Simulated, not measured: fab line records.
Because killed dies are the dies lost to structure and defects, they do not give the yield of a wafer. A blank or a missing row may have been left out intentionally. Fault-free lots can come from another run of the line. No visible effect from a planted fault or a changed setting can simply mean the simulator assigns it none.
fab line records	flow sky130
[record] lots = 13	wafers = 39	last-day = 50
route steps=708 shown RES_PROTECT@215 LDD_HVN@277 LDD_HVP@280 RES_XHIGH@341
lots untouched by any fault: they come from a run of this same line in which no faults occurred
start-h: hours from the record's opening day to when the first of the lot's shown wafers began	wait-h: how many hours have passed since the lot's step before this one	" same as the row above	L1.1+2: several wafers, shown together as one row	- either no value or no given start	* or withheld: withheld	< > ~ a bound
route shown NAME@n: NAME is a module with steps in the file, n the number in the route of the first one	usual: the fault-free wafers' mean and standard deviation	same: alike in all rows	chamber/n: place in a boat	sites: readings site by site	_std_site: their standard deviation	_edge_site: mean of outer sites minus mean of inner sites	radius-mm: how far each site lies from the wafer's centre	mask NAME#n: copy n	behind: the tool/chamber that last shaped the wafer	hold: the reason the lot was held/the length of the hold in hours/how it ended	device: names the non-switching transistor (n, p or np)	end of line: tests of these same wafers at the route's end	a step without rows: its recipe alone	killed: dies that structure and defects cost at the first sort, which is not the same as the wafer's yield	map: a wafer's dies, marking killed ones x, the rest . and places with no die _
set.NAME: the setting the step ran with; set.NAME@STEP: the setting that earlier step ran with	model.NAME: the simulator's own value behind a step, which no gauge read
one table for each step of the route and one row for each wafer, over a sample of lots
services: a tool's chamber out of use, with start hour (start-h, from the record's first day; less than 0 if before it), hours out, and reason
[[steps]]
[step SKY_RES_PROTECT_TW_MEAS_08]
[usual] POLY_GATE_TW = 4009/31
lot.wafer	tool	chamber	start-h	wait-h	POLY_GATE_TW
L545.1	film-metro-02	-	342.15	0.1	3976
L545.5	"	-	"	"	3999
L545.6	"	-	"	"	3986
L547.3	film-metro-02	-	353.91	0.1	3981
L547.4	"	-	"	"	3964
L547.5	"	-	"	"	3974
L549.1	film-metro-02	-	374.35	0.1	4006
L549.3	"	-	"	"	3994
L549.4	"	-	"	"	3977
L550.3	film-metro-02	-	380.11	0.1	3989
L550.5	"	-	"	"	4000
L550.6	"	-	"	"	3996
L551.2	film-metro-02	-	389.94	0.1	3972
L551.3	"	-	"	"	3976
L551.5	"	-	"	"	3970
L553.2	film-metro-03	-	401.06	0.1	4007
L553.3	"	-	"	"	4006
L553.5	"	-	"	"	3994
L554.2	film-metro-03	-	412.79	0.1	4015
L554.3	"	-	"	"	4009
L554.6	"	-	"	"	3997
L556.2	film-metro-02	-	433.40	0.1	3978
L556.3	"	-	"	"	3987
L556.5	"	-	"	"	3972
L560.1	film-metro-04	-	471.49	0.1	4045
L560.2	"	-	"	"	4034
L560.3	"	-	"	"	4022
L562.2	film-metro-03	-	502.11	0.1	3991
L562.3	"	-	"	"	3981
L562.4	"	-	"	"	3985
L566.1	film-metro-04	-	526.43	0.1	4065
L566.4	"	-	"	"	4075
L566.5	"	-	"	"	4064
L567.2	film-metro-04	-	532.66	0.1	4048
L567.4	"	-	"	"	4046
L567.5	"	-	"	"	4034
L568.3	film-metro-03	-	545.21	0.1	3973
L568.5	"	-	"	"	3955
L568.6	"	-	"	"	3988
[step SKY_LDD_HVN_TW_MEAS_10]
[usual] LDD_HVN_TW = 1430/9.3
lot.wafer	tool	chamber	start-h	wait-h	LDD_HVN_TW
L545.1	film-metro-02	-	466.57	0.1	1421
L545.5	"	-	"	"	1420
L545.6	"	-	"	"	1425
L547.3	film-metro-01	-	480.40	0.1	1444
L547.4	"	-	"	"	1440
L547.5	"	-	"	"	1433
L549.1	film-metro-03	-	500.52	0.1	1418
L549.3	"	-	"	"	1414
L549.4	"	-	"	"	1422
L550.3	film-metro-03	-	509.00	0.1	1433
L550.5	"	-	"	"	1424
L550.6	"	-	"	"	1426
L551.2	film-metro-03	-	516.74	0.1	1427
L551.3	"	-	"	"	1429
L551.5	"	-	"	"	1422
L553.2	film-metro-03	-	528.39	0.1	1425
L553.3	"	-	"	"	1424
L553.5	"	-	"	"	1416
L554.2	film-metro-03	-	542.79	0.1	1414
L554.3	"	-	"	"	1419
L554.6	"	-	"	"	1415
L556.2	film-metro-02	-	562.73	0.1	1421
L556.3	"	-	"	"	1426
L556.5	"	-	"	"	1417
L560.1	film-metro-03	-	597.44	0.1	1429
L560.2	"	-	"	"	1436
L560.3	"	-	"	"	1436
L562.2	film-metro-01	-	627.34	0.1	1444
L562.3	"	-	"	"	1436
L562.4	"	-	"	"	1438
L566.1	film-metro-01	-	650.32	0.1	1430
L566.4	"	-	"	"	1435
L566.5	"	-	"	"	1434
L567.2	film-metro-03	-	657.19	0.1	1442
L567.4	"	-	"	"	1448
L567.5	"	-	"	"	1438
L568.3	film-metro-03	-	668.14	0.1	1436
L568.5	"	-	"	"	1443
L568.6	"	-	"	"	1441
[step SKY_LDD_HVP_COAT_02]
[recipe] resist = NOVOLAK	spin-rpm = 3000	resist-thk-nm = 300
[usual] resist-line-temp-C = 22.98/0.11	spin-speed-rpm = 2999.8/2
lot.wafer	tool	chamber	start-h	wait-h	resist-line-temp-C	spin-speed-rpm
L545.1	litho-track-03	0	481.45	0.1	22.83	2998.1
L545.5	"	0	"	"	22.99	3001.1
L545.6	"	0	"	"	22.77	2999.4
L547.3	litho-track-02	0	495.20	0.1	23.02	3003.8
L547.4	"	0	"	"	23.06	3000.6
L547.5	"	0	"	"	23.11	2999.9
L549.1	litho-track-02	0	515.55	0.1	22.94	2998.9
L549.3	"	0	"	"	22.89	2997.8
L549.4	"	0	"	"	23.02	3000.3
L550.3	litho-track-03	0	523.85	0.1	22.89	3001.1
L550.5	"	0	"	"	23.10	2998.5
L550.6	"	0	"	"	22.95	3000.4
L551.2	litho-track-02	0	531.73	0.1	22.77	2999.0
L551.3	"	0	"	"	22.70	2998.9
L551.5	"	0	"	"	22.77	3003.5
L553.2	litho-track-02	0	543.18	0.1	23.03	3000.9
L553.3	"	0	"	"	22.97	2999.4
L553.5	"	0	"	"	23.02	2999.6
L554.2	litho-track-01	0	557.42	0.1	23.14	3001.4
L554.3	"	0	"	"	22.97	3002.2
L554.6	"	0	"	"	23.00	3004.5
L556.2	litho-track-03	0	577.22	0.1	23.13	2995.4
L556.3	"	0	"	"	23.03	2997.7
L556.5	"	0	"	"	23.06	2999.5
L560.1	litho-track-03	0	612.20	0.1	23.04	3093.1
L560.2	"	0	"	"	22.87	3093.2
L560.3	"	0	"	"	22.93	3091.5
L562.2	litho-track-03	0	641.62	0.1	23.18	3095.0
L562.3	"	0	"	"	23.06	3094.3
L562.4	"	0	"	"	23.03	3097.5
L566.1	litho-track-02	0	664.30	0.1	23.06	3000.5
L566.4	"	0	"	"	22.88	2998.8
L566.5	"	0	"	"	23.08	3001.8
L567.2	litho-track-01	0	671.57	0.1	22.79	2998.8
L567.4	"	0	"	"	22.84	3001.8
L567.5	"	0	"	"	22.76	3002.2
L568.3	litho-track-01	0	681.39	0.1	22.94	3000.9
L568.5	"	0	"	"	23.01	3000.3
L568.6	"	0	"	"	22.97	3001.0
[step SKY_LDD_HVP_STRIP_09]
[recipe] chemistry = O2/N2	power-w = 1400	pressure-mtorr = 1500	platen-temp-c = withheld	o2-flow-sccm = 3000	n2-flow-sccm = 300	overash-fraction = 0.5
[usual] drypump-motor-current-A = 5.57/0.19	oes-product-au = 0.408/0.0045	strip-time-to-endpoint-s = 4.136/0.017
lot.wafer	tool	chamber	start-h	wait-h	drypump-motor-current-A	oes-product-au	rf-hours-counter-h	strip-time-to-endpoint-s
L545.1	plasma-asher-02	0	497.44	0.1	5.49	0.410	36	4.137
L545.5	"	0	"	"	5.48	0.407	-	4.141
L545.6	"	1	"	"	5.51	0.412	-	4.111
L547.3	plasma-asher-02	0	510.97	0.1	5.45	0.414	-	4.135
L547.4	"	1	"	"	5.54	0.409	-	4.134
L547.5	"	0	"	"	5.48	0.405	-	4.127
L549.1	plasma-asher-04	0	530.94	0.1	5.69	0.414	81	4.141
L549.3	"	0	"	"	5.68	0.405	-	4.157
L549.4	"	1	"	"	5.42	0.401	-	4.122
L550.3	plasma-asher-04	0	539.87	0.1	5.72	0.405	-	4.130
L550.5	"	1	"	"	5.37	0.411	-	4.128
L550.6	"	0	"	"	5.71	0.409	-	4.141
L551.2	plasma-asher-02	0	547.89	0.1	5.49	0.404	41	4.116
L551.3	"	0	"	"	5.51	0.408	-	4.109
L551.5	"	1	"	"	5.54	0.407	-	4.128
L553.2	plasma-asher-04	1	558.78	0.1	5.39	0.407	84	4.130
L553.3	"	1	"	"	5.38	0.407	-	4.126
L553.5	"	1	"	"	5.39	0.406	-	4.132
L554.2	plasma-asher-02	1	573.24	0.1	5.51	0.409	43	4.136
L554.3	"	1	"	"	5.52	0.402	-	4.150
L554.6	"	0	"	"	5.47	0.410	-	4.137
L556.2	plasma-asher-04	0	591.99	0.1	5.69	0.406	87	4.095
L556.3	"	1	"	"	5.38	0.408	-	4.101
L556.5	"	1	"	"	5.37	0.403	-	4.099
L560.1	plasma-asher-03	1	627.19	0.1	5.96	0.415	84	4.064
L560.2	"	0	"	"	5.42	0.404	84	4.060
L560.3	"	0	"	"	5.42	0.403	-	4.054
L562.2	plasma-asher-04	0	656.34	0.1	5.66	0.410	94	4.088
L562.3	"	0	"	"	5.66	0.402	-	4.076
L562.4	"	1	"	"	5.38	0.414	-	4.069
L566.1	plasma-asher-04	1	678.84	0.1	5.39	0.403	96	4.131
L566.4	"	0	"	"	5.68	0.418	-	4.139
L566.5	"	0	"	"	5.70	0.404	-	4.129
L567.2	plasma-asher-02	1	685.64	0.1	5.53	0.414	55	4.166
L567.4	"	1	"	"	5.50	0.412	-	4.163
L567.5	"	1	"	"	5.52	0.410	-	4.149
L568.3	plasma-asher-03	0	695.82	0.1	5.44	0.413	-	4.160
L568.5	"	0	"	"	5.42	0.402	-	4.157
L568.6	"	1	"	"	5.96	0.401	-	4.163
[step SKY_RES_XHIGH_TW_MEAS_09]
[usual] RES_XHIGH_TW = 1628/8.7
lot.wafer	tool	chamber	start-h	wait-h	RES_XHIGH_TW
L545.1	film-metro-01	-	619.99	0.1	1627
L545.5	"	-	"	"	1639
L545.6	"	-	"	"	1637
L547.3	film-metro-02	-	633.47	0.1	1635
L547.4	"	-	"	"	1630
L547.5	"	-	"	"	1641
L549.1	film-metro-01	-	651.90	0.1	1635
L549.3	"	-	"	"	1631
L549.4	"	-	"	"	1636
L550.3	film-metro-02	-	659.77	0.1	1627
L550.5	"	-	"	"	1616
L550.6	"	-	"	"	1627
L551.2	film-metro-02	-	668.41	0.1	1627
L551.3	"	-	"	"	1629
L551.5	"	-	"	"	1611
L553.2	film-metro-03	-	677.16	0.1	1620
L553.3	"	-	"	"	1631
L553.5	"	-	"	"	1623
L554.2	film-metro-03	-	692.50	0.1	1626
L554.3	"	-	"	"	1637
L554.6	"	-	"	"	1623
L556.2	film-metro-02	-	709.46	0.1	1622
L556.3	"	-	"	"	1608
L556.5	"	-	"	"	1615
L560.1	film-metro-02	-	741.15	0.1	1623
L560.2	"	-	"	"	1632
L560.3	"	-	"	"	1621
L562.2	film-metro-02	-	768.95	0.1	1627
L562.3	"	-	"	"	1623
L562.4	"	-	"	"	1624
L566.1	film-metro-02	-	790.05	0.1	1621
L566.4	"	-	"	"	1628
L566.5	"	-	"	"	1619
L567.2	film-metro-01	-	796.81	0.1	1637
L567.4	"	-	"	"	1631
L567.5	"	-	"	"	1637
L568.3	film-metro-02	-	806.42	0.1	1613
L568.5	"	-	"	"	1615
L568.6	"	-	"	"	1611
[[services]]
tool	chamber	start-h	hours	kind
plasma-asher-02	-	484.70	1.3	repair
plasma-asher-02	-	580.76	0.4	repair
[[key]]
[first-sign] step = SKY_LDD_HVP_COAT_02	reading = spin-speed-rpm	direction = up	sigmas = 48	usual = 2999.8	struck = 3094.1
[effect] step = SKY_LDD_HVP_STRIP_09	reading = strip-time-to-endpoint-s	direction = down	sigmas = 3.9	usual = *	struck = *
met-at SKY_LDD_HVP_COAT_02
struck-lots L560,L562
tester-left-out L560,L562
not-acting-at SKY_RES_PROTECT_TW_MEAS_08,SKY_LDD_HVN_TW_MEAS_10,SKY_RES_XHIGH_TW_MEAS_09
onset-between 577.22 612.20
[fault] kind = process-parameter-drift	tool = litho-track-03	chamber = -	onset-h = 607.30	steps = SKY_LDD_HVP_COAT_02	channel = spin-rpm	offset = 94.734	shape = step	end-h = 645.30	acts-in = these-recipes-only	stated = 3000
// tester-left-out: of these lots the tester's yield and bins aren't shown, on N5 and GAA mostly nor the transistor test; their killed dies are dies lost to structure and defects alone, not to doping, threshold or leakage, so they don't give the yield
